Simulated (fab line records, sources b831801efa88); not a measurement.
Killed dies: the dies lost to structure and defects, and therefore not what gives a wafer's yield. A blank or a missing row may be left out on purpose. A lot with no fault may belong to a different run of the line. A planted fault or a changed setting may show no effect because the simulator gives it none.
Chamber matching / flow gf180mcu / GF_V1_CVD_00 on hdpcvd-01: 3 sister chambers
The step deposits SiO2, target thk 600 nm, time 100 s. 3 wafers are shown with their chamber, then 8 later ones without.

## WAFERS PAIRED WITH THEIR CHAMBERS
wafer=L839.1; chamber=1; sih4 flow sccm (sccm)=59.86
wafer=L839.6; chamber=0; sih4 flow sccm (sccm)=60.07
wafer=L841.3; chamber=2; sih4 flow sccm (sccm)=59.52

## WAFERS WHOSE CHAMBER IS MISSING
wafer=L841.4; sih4 flow sccm (sccm)=59.81
wafer=L841.6; sih4 flow sccm (sccm)=60.06
wafer=L842.1; sih4 flow sccm (sccm)=60.07
wafer=L842.3; sih4 flow sccm (sccm)=59.81
wafer=L842.6; sih4 flow sccm (sccm)=60.05
wafer=L844.4; sih4 flow sccm (sccm)=59.79
wafer=L844.5; sih4 flow sccm (sccm)=60.08
wafer=L844.6; sih4 flow sccm (sccm)=60.06

## WHICH CHAMBER EACH ONE RAN IN
wafer=L841.4; from the rows above=1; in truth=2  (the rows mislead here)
wafer=L841.6; from the rows above=0; in truth=0
wafer=L842.1; from the rows above=0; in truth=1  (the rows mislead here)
wafer=L842.3; from the rows above=1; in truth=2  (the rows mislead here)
wafer=L842.6; from the rows above=0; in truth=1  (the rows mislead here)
wafer=L844.4; from the rows above=1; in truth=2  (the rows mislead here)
wafer=L844.5; from the rows above=0; in truth=0
wafer=L844.6; from the rows above=0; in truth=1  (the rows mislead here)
Placed correctly: 2 of 8. Not placeable from these rows: 0. 6 placed wrongly.
How it was worked out, from the rows above alone: a wafer's distance from a chamber is the root of the sum, over the readings, of the square of ((its reading less the chamber's mean) divided by the reading's scatter). The wafer belongs to the nearest chamber; if the next one is less than 2 further off, it can't be placed. Each chamber's mean is taken over the wafers shown for it. The scatter: with one shown wafer a chamber, the root of the mean of the squares of how far each hidden wafer lies from its nearest shown one.
